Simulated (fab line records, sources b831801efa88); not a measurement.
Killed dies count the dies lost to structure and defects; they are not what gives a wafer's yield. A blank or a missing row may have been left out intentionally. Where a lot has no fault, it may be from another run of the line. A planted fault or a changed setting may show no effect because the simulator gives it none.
Matching of chambers + flow gf180mcu + GF_V3_ETCH_16 on rie diel-01 has 4 sister chambers
The step etches BARC in N2/H2. 4 wafers are shown with their chamber, then 8 later ones without.

== WAFERS PAIRED WITH THEIR CHAMBERS ==
| wafer  | chamber | drypump motor current A (A) |
|--------|---------|-----------------------------|
| L843.6 | 1       | 5.9                         |
| L854.1 | 3       | 5.7                         |
| L854.2 | 2       | 5.4                         |
| L856.1 | 0       | 5.7                         |

== WAFERS WITHOUT THEIR CHAMBER ==
| wafer  | drypump motor current A (A) |
|--------|-----------------------------|
| L856.3 | 5.4                         |
| L856.6 | 5.6                         |
| L857.1 | 5.9                         |
| L857.2 | 5.7                         |
| L857.5 | 5.9                         |
| L858.1 | 5.7                         |
| L858.2 | 5.4                         |
| L858.6 | 5.4                         |

== WHICH CHAMBER EACH WENT THROUGH ==
| wafer  | from the rows above     | in truth |
|--------|-------------------------|----------|
| L856.3 | 2                       | 2        |
| L856.6 | can't be placed: 0 or 3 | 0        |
| L857.1 | 1                       | 1        |
| L857.2 | can't be placed: 0 or 3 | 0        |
| L857.5 | 1                       | 1        |
| L858.1 | can't be placed: 0 or 3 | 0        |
| L858.2 | 2                       | 2        |
| L858.6 | 2                       | 2        |
Correct placement for 5 of the 8. These rows do not allow placing 3 (true chamber among the candidates in 3). 0 placed wrongly.
How it was worked out, from the rows above alone: a wafer's distance from a chamber is the root of the sum, over the readings, of the square of ((its reading less the chamber's mean) divided by the reading's scatter). The wafer belongs to the nearest chamber; if the next one is less than 2 further off, it can't be placed. Each chamber's mean is taken over the wafers shown for it. The scatter: root of mean squared gap, hidden wafer to nearest shown wafer, with one shown wafer a chamber.
